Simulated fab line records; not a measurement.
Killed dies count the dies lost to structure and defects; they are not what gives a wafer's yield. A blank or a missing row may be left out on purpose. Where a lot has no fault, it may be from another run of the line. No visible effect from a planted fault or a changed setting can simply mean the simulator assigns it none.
fab line records	flow sky130
record lots=6	wafers=18	last_day=49
route steps=708 shown GATE_OXIDE@201 POLY_GATE@204 RES_PROTECT@206 PAD_OPEN@708
lots that met no fault: from a run of the same line without faults
start_h: the number of hours between the record's first day and the start of the first shown wafer of the lot	wait_h: hours elapsed since this lot's preceding step	" the same as in the row above	L1.1+2: a single row standing in for several wafers	- no value present, or no start provided	* or withheld: withheld	< > ~ a bound
route shown NAME@n: a module of which the file shows steps, and the number in the route of the first	usual: mean/standard deviation taken from wafers without a fault	same: alike in all rows	chamber/n: place in a boat	sites: per-site readings	_std_site: standard deviation across them	_edge_site: outer sites' mean less inner sites'	radius_mm: how far each site lies from the wafer's centre	mask NAME#n: copy n	behind: the tool/chamber that last shaped the wafer	hold: why the lot was held/for how many hours/how that ended	device: which transistor (n, p or np) failed to switch	end of line: the route-end tests of the same wafers	a step without rows: its recipe alone	killed: at the first sort, the dies lost to defects and structure; wafer yield is something else	map: a wafer's dies, x killed, . not, _ none there
set.NAME: the setting the step ran with; set.NAME@STEP: the setting that earlier step ran with	model.NAME: the simulator's own value behind a step, which no gauge read
lots at selected steps of the route; one table per step, one row per wafer
services: from which hour (start_h, from the record's first day; less than 0 if before it) a tool's chamber was out of use, for how many hours, and why
## steps
# step SKY_GATE_OXIDE_TW_MEAS_14
# usual GATE_OXIDE_TW=223/3.4
lot.wafer	tool	chamber	start_h	wait_h	GATE_OXIDE_TW
L791.1	film_metro-01	-	314.52	0.1	225
L791.4	"	-	"	"	224
L791.5	"	-	"	"	225
L798.2	film_metro-01	-	374.11	0.1	225
L798.4	"	-	"	"	225
L798.5	"	-	"	"	227
L800.1	film_metro-03	-	384.55	0.1	226
L800.4	"	-	"	"	229
L800.6	"	-	"	"	227
L804.4	film_metro-04	-	420.08	0.1	220
L804.5	"	-	"	"	219
L804.6	"	-	"	"	219
L808.1	film_metro-01	-	466.16	0.1	225
L808.2	"	-	"	"	225
L808.3	"	-	"	"	226
L807.3	film_metro-04	-	466.41	0.1	220
L807.4	"	-	"	"	220
L807.6	"	-	"	"	219
# step SKY_GATE_OXIDE_CLEAN_15
# recipe chemistry=SC1/SC2	mix=1:4:20	temp_c=70	time_s=150	dry=n2_spin
# step SKY_GATE_OXIDE_OXIDATION_16
# recipe temp_c=800	ambient=O2	idle_temp_c=700	ramp_up_c_per_min=10	ramp_down_c_per_min=3	stabilise_s=600	purge_s=300	target_thk_a=35.7	ox_time_s=1915
# step SKY_POLY_GATE_CVD_00
# recipe material=poly-Si	target_thk_nm=180	temp_c=620	time_s=720	pressure_mtorr=200
# step SKY_POLY_GATE_THK_MEAS_01
# recipe reads=poly-Si_of_POLY_GATE_CVD_00
# usual POLY_GATE_CVD_00_THK=181.1/1.5
lot.wafer	tool	chamber	start_h	wait_h	POLY_GATE_CVD_00_THK[nm]
L791.1	film_metro-01	-	318.67	0.0	181.8
L791.4	"	-	"	"	180.8
L791.5	"	-	"	"	181.4
L798.2	film_metro-02	-	377.27	0.0	181.4
L798.4	"	-	"	"	180.6
L798.5	"	-	"	"	181.5
L800.1	film_metro-04	-	387.96	0.0	180.9
L800.4	"	-	"	"	180.7
L800.6	"	-	"	"	179.2
L804.4	film_metro-04	-	423.75	0.0	178.9
L804.5	"	-	"	"	177.8
L804.6	"	-	"	"	177.9
L808.1	film_metro-02	-	480.96	0.0	179.9
L808.2	"	-	"	"	179.3
L808.3	"	-	"	"	180.9
L807.3	film_metro-04	-	480.98	0.0	181.0
L807.4	"	-	"	"	181.2
L807.6	"	-	"	"	182.4
# step SKY_RES_PROTECT_DEHYDRATE_00
# recipe temp_c=200	time_s=60
# step SKY_RES_PROTECT_HMDS_01
# recipe prime_time_s=60	prime_temp_c=120
# step SKY_RES_PROTECT_COAT_02
# recipe resist=NOVOLAK	spin_rpm=3000	resist_thk_nm=1140
# step SKY_RES_PROTECT_SOFTBAKE_03
# recipe temp_c=90	time_s=60	resist=NOVOLAK
# step SKY_RES_PROTECT_EXPOSE_04
# recipe mask_id=RPM	na=0.6	source_shape=conventional	sigma_outer=0.6	polarization=unpolarized	target_cd_nm=1270	dose_mj=131
# step SKY_RES_PROTECT_PEB_05
# recipe temp_c=withheld	time_s=*	resist=NOVOLAK
# step SKY_RES_PROTECT_DEVELOP_06
# recipe resist=NOVOLAK	developer=TMAH	develop_time_s=60	dev_temp_c=23
# step SKY_POLY_GATE_IMPLANT_02
# recipe species=P	energy_kev=30	dose_cm2=7.7e+15	tilt_deg=0
# usual beam_on_s=36.5/2.5	dose_ions_cm2=7.7e+15/8.4e+12
lot.wafer	tool	chamber	start_h	wait_h	beam_on_s	dose_ions_cm2
L791.1	implanter-01	0	344.57	0.1	38.8	7.687e+15
L791.4	"	0	"	"	38.4	7.692e+15
L791.5	"	0	"	"	38.3	7.696e+15
L798.2	implanter-02	0	405.74	0.1	61.8	1.4133e+16
L798.4	"	0	"	"	61.7	1.4135e+16
L798.5	"	0	"	"	62.0	1.413e+16
L800.1	implanter-02	0	416.40	0.1	62.4	1.4147e+16
L800.4	"	0	"	"	63.8	1.4135e+16
L800.6	"	0	"	"	60.4	1.4134e+16
L804.4	implanter-04	0	455.20	0.1	39.1	7.708e+15
L804.5	"	0	"	"	39.1	7.701e+15
L804.6	"	0	"	"	38.3	7.711e+15
L807.3	implanter-02	0	510.22	0.1	32.6	7.703e+15
L807.4	"	0	"	"	33.7	7.718e+15
L807.6	"	0	"	"	33.9	7.708e+15
L808.1	implanter-04	0	510.47	0.1	37.5	7.702e+15
L808.2	"	0	"	"	39.4	7.704e+15
L808.3	"	0	"	"	37.4	7.7e+15
# step SKY_RES_PROTECT_STRIP_07
# recipe chemistry=O2/N2	power_w=1400	pressure_mtorr=1500	platen_temp_c=withheld	o2_flow_sccm=3000	n2_flow_sccm=300	overash_fraction=0.5
# usual chamber_pressure_mTorr=1500.1/1.3	drypump_motor_current_A=5.7/0.43	oes_product_au=0.517/0.0047	strip_time_to_endpoint_s=23.29/0.035
lot.wafer	tool	chamber	start_h	wait_h	chamber_pressure_mTorr	drypump_motor_current_A	oes_product_au	rf_hours_counter_h	strip_time_to_endpoint_s
L791.1	plasma_asher-03	0	344.72	0.1	1501.8	6.2	0.513	51	23.31
L791.4	"	0	"	"	1500.4	6.2	0.513	-	23.32
L791.5	"	0	"	"	1502.0	6.2	0.512	-	23.28
L798.2	plasma_asher-01	0	405.86	0.1	1499.4	5.3	0.498	74	25.06
L798.4	"	0	"	"	1499.5	5.3	0.492	-	25.09
L798.5	"	0	"	"	1501.3	5.3	0.493	-	25.03
L800.1	plasma_asher-02	0	416.55	0.1	1499.8	5.2	0.504	30	25.02
L800.4	"	1	"	"	1500.3	6.2	0.497	-	25.01
L800.6	"	1	"	"	1501.3	6.2	0.492	-	25.04
L804.4	plasma_asher-03	1	455.30	0.1	1499.2	6.2	0.521	-	23.27
L804.5	"	1	"	"	1499.1	6.2	0.523	-	23.30
L804.6	"	0	"	"	1502.0	6.1	0.510	-	23.28
L807.3	plasma_asher-01	1	510.35	0.1	1498.5	5.5	0.522	-	23.29
L807.4	"	0	"	"	1500.5	5.3	0.523	-	23.29
L807.6	"	0	"	"	1500.0	5.3	0.517	-	23.29
L808.1	plasma_asher-03	0	510.62	0.1	1500.3	6.2	0.513	67	23.31
L808.2	"	1	"	"	1499.9	6.2	0.512	67	23.29
L808.3	"	0	"	"	1501.2	6.2	0.518	-	23.29
# step SKY_RES_PROTECT_TW_MEAS_08
# usual POLY_GATE_TW=4089/31
lot.wafer	tool	chamber	start_h	wait_h	POLY_GATE_TW
L791.1	film_metro-03	-	344.82	0.1	4122
L791.4	"	-	"	"	4114
L791.5	"	-	"	"	4118
L798.2	film_metro-02	-	405.97	0.1	4168
L798.4	"	-	"	"	4188
L798.5	"	-	"	"	4194
L800.1	film_metro-01	-	416.65	0.1	4192
L800.4	"	-	"	"	4170
L800.6	"	-	"	"	4190
L804.4	film_metro-03	-	455.40	0.1	4146
L804.5	"	-	"	"	4111
L804.6	"	-	"	"	4131
L807.3	film_metro-03	-	510.44	0.1	4129
L807.4	"	-	"	"	4146
L807.6	"	-	"	"	4101
L808.1	film_metro-03	-	510.72	0.1	4139
L808.2	"	-	"	"	4132
L808.3	"	-	"	"	4095
# step SKY_RES_PROTECT_CLEAN_09
# recipe chemistry=SC1/SC2	mix=1:4:20	temp_c=70	time_s=150	dry=n2_spin
# step SKY_PAD_OPEN_PROBE_99
# usual killed_at_M0_to_M3=44/6.4	killed_at_M4_up=3.0/1.8	killed_at_contacts=24/5	killed_at_front_end=16/4.3	killed_at_other=0.4/0.76	killed_dies=88/8.6	killed_open=47/7.2	killed_short=40/5.5
# same gross_dies=492	killed_at_back_side=0
lot.wafer	tool	chamber	start_h	wait_h	killed_at_M0_to_M3	killed_at_M4_up	killed_at_contacts	killed_at_front_end	killed_at_other	killed_dies	killed_open	killed_short	model.etest.res_poly.line_ohm_um	model.etest.licon_poly.rc_ohm	model.etest.res_poly.rs_ohm_sq
L791.1	prober-02	-	1077.92	0.1	37	6	15	20	3	81	40	39	453.7	148.4	46.35
L791.4	prober-02	-	1078.07	0.2	33	2	27	12	0	74	38	36	497.3	152.6	47.14
L791.5	prober-02	-	1078.12	0.2	53	2	26	20	1	102	56	45	471	150.1	46.47
L798.2	prober-01	-	1122.93	0.1	41	2	29	16	2	90	46	44	388.4	107.3	36.59
L798.4	prober-01	-	1123.03	0.2	44	2	25	15	2	88	45	42	378.1	112.7	36.07
L798.5	prober-01	-	1123.08	0.2	36	2	20	14	1	73	41	32	392.3	111.9	36.76
L800.1	prober-01	-	1126.70	0.1	46	0	28	11	0	85	36	48	406.7	107.2	36.82
L800.4	prober-01	-	1126.85	0.2	54	2	19	13	0	88	59	29	400.4	100.9	36.54
L800.6	prober-01	-	1126.95	0.2	40	0	28	18	0	86	51	34	393.7	103.4	36.35
L804.4	prober-01	-	1149.67	0.2	44	1	23	15	0	83	51	32	503.5	151.1	49.06
L804.5	prober-01	-	1149.72	0.2	43	2	20	11	1	77	39	38	519.4	149.7	48.97
L804.6	prober-01	-	1149.77	0.2	45	1	21	14	1	82	42	40	512	151.1	48.81
L808.1	prober-02	-	1180.17	0.1	38	1	27	23	0	89	49	40	488.5	148.9	47.41
L808.2	prober-02	-	1180.22	0.1	54	3	33	19	1	110	63	47	522.3	147.2	49.53
L808.3	prober-02	-	1180.27	0.2	43	2	21	21	0	87	44	43	496.2	152.5	48.12
L807.3	prober-01	-	1181.66	0.2	36	4	20	14	0	74	38	35	506.7	145.2	47.87
L807.4	prober-01	-	1181.71	0.2	40	2	24	17	0	83	47	36	518.4	140.8	47.07
L807.6	prober-01	-	1181.81	0.2	50	4	31	14	0	99	60	38	513.2	154.4	47.66
# killed by level:class
L791.1 VIA1:geometric_particle:open=8 CONTACT:geometric_particle:open=7 METAL2:geometric_particle:short=7 FIELD_ISO:geometric_particle:open=5 METAL1:geometric_particle:short=5 VIA3:geometric_particle:open=4 VIA2:geometric_particle:open=4 METAL4:geometric_particle:short=4
L791.4 CONTACT:geometric_particle:open=12 VIA1:geometric_particle:open=9 CONTACT:geometric_particle:short=7 FIELD_ISO:geometric_particle:short=5 METAL1:geometric_particle:short=5 VIA2:geometric_particle:open=5 LOCAL_INTERCONNECT:geometric_particle:short=4 VIA2:geometric_particle:short=4
L791.5 VIA2:geometric_particle:open=10 VIA3:geometric_particle:open=10 FIELD_ISO:geometric_particle:open=9 LI_CONTACT:geometric_particle:open=9 CONTACT:geometric_particle:open=6 VIA1:geometric_particle:open=6 METAL3:geometric_particle:short=5 POLY_GATE:geometric_particle:short=5
L798.2 CONTACT:geometric_particle:open=10 VIA1:geometric_particle:open=9 VIA2:geometric_particle:open=9 CONTACT:geometric_particle:short=8 POLY_GATE:geometric_particle:short=7 VIA3:geometric_particle:open=5 LI_CONTACT:geometric_particle:short=4 LI_CONTACT:geometric_particle:open=4
L798.4 CONTACT:geometric_particle:open=7 CONTACT:geometric_particle:short=7 VIA2:geometric_particle:open=7 METAL1:geometric_particle:short=6 LI_CONTACT:geometric_particle:open=6 FIELD_ISO:geometric_particle:open=5 VIA1:geometric_particle:open=5 METAL2:geometric_particle:short=5
L798.5 VIA3:geometric_particle:open=10 CONTACT:geometric_particle:short=6 VIA1:geometric_particle:open=6 LI_CONTACT:geometric_particle:open=5 CONTACT:geometric_particle:open=5 METAL2:geometric_particle:short=5 FIELD_ISO:geometric_particle:open=4 POLY_GATE:geometric_particle:short=3
L800.1 VIA1:geometric_particle:open=11 CONTACT:geometric_particle:open=9 METAL2:geometric_particle:short=8 CONTACT:geometric_particle:short=6 METAL1:geometric_particle:short=6 LOCAL_INTERCONNECT:geometric_particle:short=5 VIA1:geometric_particle:short=5 FIELD_ISO:geometric_particle:short=4
L800.4 VIA1:geometric_particle:open=14 VIA3:geometric_particle:open=9 LI_CONTACT:geometric_particle:open=8 VIA2:geometric_particle:open=8 METAL1:geometric_particle:short=7 FIELD_ISO:geometric_particle:open=6 CONTACT:geometric_particle:open=5 METAL2:geometric_particle:short=5
L800.6 CONTACT:geometric_particle:open=11 VIA1:geometric_particle:open=10 VIA3:geometric_particle:open=9 LI_CONTACT:geometric_particle:open=8 FIELD_ISO:geometric_particle:short=6 POLY_GATE:geometric_particle:short=5 METAL1:geometric_particle:short=5 VIA1:geometric_particle:short=5
L804.4 VIA2:geometric_particle:open=10 VIA1:geometric_particle:open=9 LI_CONTACT:geometric_particle:open=8 CONTACT:geometric_particle:open=8 VIA1:geometric_particle:short=6 POLY_GATE:geometric_particle:short=5 VIA3:geometric_particle:open=5 METAL2:geometric_particle:short=4
L804.5 VIA2:geometric_particle:open=8 LI_CONTACT:geometric_particle:open=7 METAL1:geometric_particle:short=7 METAL2:geometric_particle:short=7 CONTACT:geometric_particle:open=6 VIA1:geometric_particle:short=5 VIA2:geometric_particle:short=4 FIELD_ISO:geometric_particle:open=3
L804.6 CONTACT:geometric_particle:open=9 VIA1:geometric_particle:open=9 VIA1:geometric_particle:short=8 METAL1:geometric_particle:short=7 VIA2:geometric_particle:open=5 LI_CONTACT:geometric_particle:open=4 METAL3:geometric_particle:short=4 FIELD_ISO:geometric_particle:open=3
L808.1 VIA1:geometric_particle:open=10 VIA3:geometric_particle:open=10 FIELD_ISO:geometric_particle:open=8 LOCAL_INTERCONNECT:geometric_particle:short=7 CONTACT:geometric_particle:short=6 CONTACT:geometric_particle:open=6 LI_CONTACT:geometric_particle:open=5 VIA3:geometric_particle:short=5
L808.2 LI_CONTACT:geometric_particle:open=16 VIA1:geometric_particle:open=15 POLY_GATE:geometric_particle:short=8 CONTACT:geometric_particle:open=8 METAL2:geometric_particle:short=8 VIA1:geometric_particle:short=7 VIA2:geometric_particle:open=7 METAL1:geometric_particle:short=6
L808.3 VIA3:geometric_particle:open=8 VIA1:geometric_particle:open=8 VIA2:geometric_particle:short=8 LI_CONTACT:geometric_particle:open=7 LOCAL_INTERCONNECT:geometric_particle:short=7 FIELD_ISO:geometric_particle:short=6 FIELD_ISO:geometric_particle:open=5 POLY_GATE:geometric_particle:open=4
L807.3 LI_CONTACT:geometric_particle:short=7 VIA3:geometric_particle:open=7 VIA1:geometric_particle:open=6 POLY_GATE:geometric_particle:open=5 LI_CONTACT:geometric_particle:open=5 VIA2:geometric_particle:open=5 VIA3:geometric_particle:short=5 POLY_GATE:geometric_particle:short=4
L807.4 LI_CONTACT:geometric_particle:open=9 METAL2:geometric_particle:short=8 VIA2:geometric_particle:open=8 VIA1:geometric_particle:open=7 CONTACT:geometric_particle:open=6 POLY_GATE:geometric_particle:open=5 POLY_GATE:geometric_particle:short=5 VIA3:geometric_particle:open=5
L807.6 VIA2:geometric_particle:open=15 CONTACT:geometric_particle:open=14 VIA1:geometric_particle:open=9 LI_CONTACT:geometric_particle:open=7 LOCAL_INTERCONNECT:geometric_particle:short=7 VIA3:geometric_particle:open=4 METAL2:geometric_particle:short=4 VIA3:geometric_particle:short=4
## services
tool	chamber	start_h	hours	kind
plasma_asher-02	-	328.95	5.1	repair
plasma_asher-02	-	343.80	2.8	pm
implanter-01	-	354.64	6.5	pm
implanter-01	-	368.22	3.6	repair
implanter-02	-	378.81	3.5	repair
implanter-02	-	379.05	2.3	repair
plasma_asher-01	-	380.61	15.6	pm
implanter-02	-	399.87	3.8	pm
plasma_asher-03	-	414.37	14.3	repair
implanter-04	-	422.54	3.0	pm
implanter-04	-	434.55	1.2	repair
implanter-02	-	444.02	4.9	pm
implanter-02	-	456.54	6.3	repair
plasma_asher-02	-	470.61	3.7	repair
implanter-04	-	475.26	3.5	repair
## key
first_sign step=SKY_POLY_GATE_IMPLANT_02	reading=dose_ions_cm2	direction=up	sigmas=99+	usual=*	struck=*
effect step=SKY_POLY_GATE_IMPLANT_02	reading=beam_on_s	direction=up	sigmas=10	usual=36.5	struck=62.0
effect step=SKY_RES_PROTECT_STRIP_07	reading=strip_time_to_endpoint_s	direction=up	sigmas=51	usual=*	struck=*
effect step=SKY_RES_PROTECT_TW_MEAS_08	reading=POLY_GATE_TW	direction=up	sigmas=3.1	usual=4089	struck=4184
model_effect step=SKY_PAD_OPEN_PROBE_99	value=etest.res_poly.line_ohm_um	without=518.7	struck=393.3
met_at SKY_POLY_GATE_IMPLANT_02
struck_wafers L798.2,L798.4,L798.5,L800.1,L800.4,L800.6
tester_left_out L798,L800
fault kind=process_parameter_drift	tool=implanter-02	chamber=-	onset_h=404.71	steps=SKY_POLY_GATE_IMPLANT_02	channel=dose_cm2	offset=*	shape=step	end_h=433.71	acts_in=*	stated=*
# tester_left_out: of these lots the tester's yield and bins aren't shown, on N5 and GAA mostly nor the transistor test; their killed dies are dies lost to structure and defects alone, not to doping, threshold or leakage, so they don't give the yield
